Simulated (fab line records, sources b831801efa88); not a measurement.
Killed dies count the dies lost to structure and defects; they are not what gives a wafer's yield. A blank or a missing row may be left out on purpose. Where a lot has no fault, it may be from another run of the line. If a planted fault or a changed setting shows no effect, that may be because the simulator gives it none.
One fault seen from 2 desks    flow sfqLine    each desk has only its own numbers; what lay behind them comes last

AT THE METROLOGY DESK
Means of the sampled wafers that have a number, per lot and without regard to the tool the lot ran on: this is what the gauges read. A lot is out of limits, marked OUT, if its mean lies more than 4 standard deviations from the usual mean; the brackets give that distance.
Columns: A = J5_OVL at SFQ_JJ_OVL_MEAS_931, usual -1 nm; B = M5_OVL at SFQ_M5_OVL_MEAS_932, usual -1 nm
lot   first seen here  A   B
L476  day 46 17:53     -6  -2
L486  day 51 14:35     -1  4
L488  day 52 04:59     -8  2
L495  day 53 16:18     0   -3
L496  day 53 21:06     7   -2
L497  day 54 01:54     -1  1
This desk found nothing out of limits on any of the 6 lots.

TOOL OWNER'S DESK, lithoTrack-02
The tool's own readings at SFQ_TRILAYER_M5_LITHO_COAT_123 (resist thk 600 nm): means of the sampled wafers that have a number, for each lot that ran on this tool. A lot is out of limits, marked OUT, if its mean lies more than 4 standard deviations from the usual mean; the brackets give that distance.
Columns: A = resistLineTempC at SFQ_TRILAYER_M5_LITHO_COAT_123, usual 23.03 C; B = spinSpeedRpm at SFQ_TRILAYER_M5_LITHO_COAT_123, usual 3000.1 rpm
lot   first seen here  A      B
L486  day 51 17:38     22.98  2950.1 (-28) OUT
L488  day 52 08:10     23.03  2953.1 (-26) OUT
This desk's verdict: out of limits on L486, L488, starting with L486 at day 51 17:38 (spinSpeedRpm at SFQ_TRILAYER_M5_LITHO_COAT_123). In limits: none.

PUT TOGETHER
The tool owner's desk could have raised an alarm at day 51 17:38, on L486, L488.
The metrology desk saw nothing out of limits.
The metrology desk has L486, L488 on record, within its limits.
Of the lots named, all ran SFQ_TRILAYER_M5_LITHO_COAT_123 on lithoTrack-02.

WHAT WAS PUT IN BY THE SIMULATOR
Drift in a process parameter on lithoTrack-02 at SFQ_TRILAYER_M5_LITHO_COAT_123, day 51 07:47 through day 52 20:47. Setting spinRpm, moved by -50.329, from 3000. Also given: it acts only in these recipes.
Shown lots that were struck: L486, L488.
Delay in hours, fault start to first out-of-limits reading, by desk: the tool owner's desk at 10.
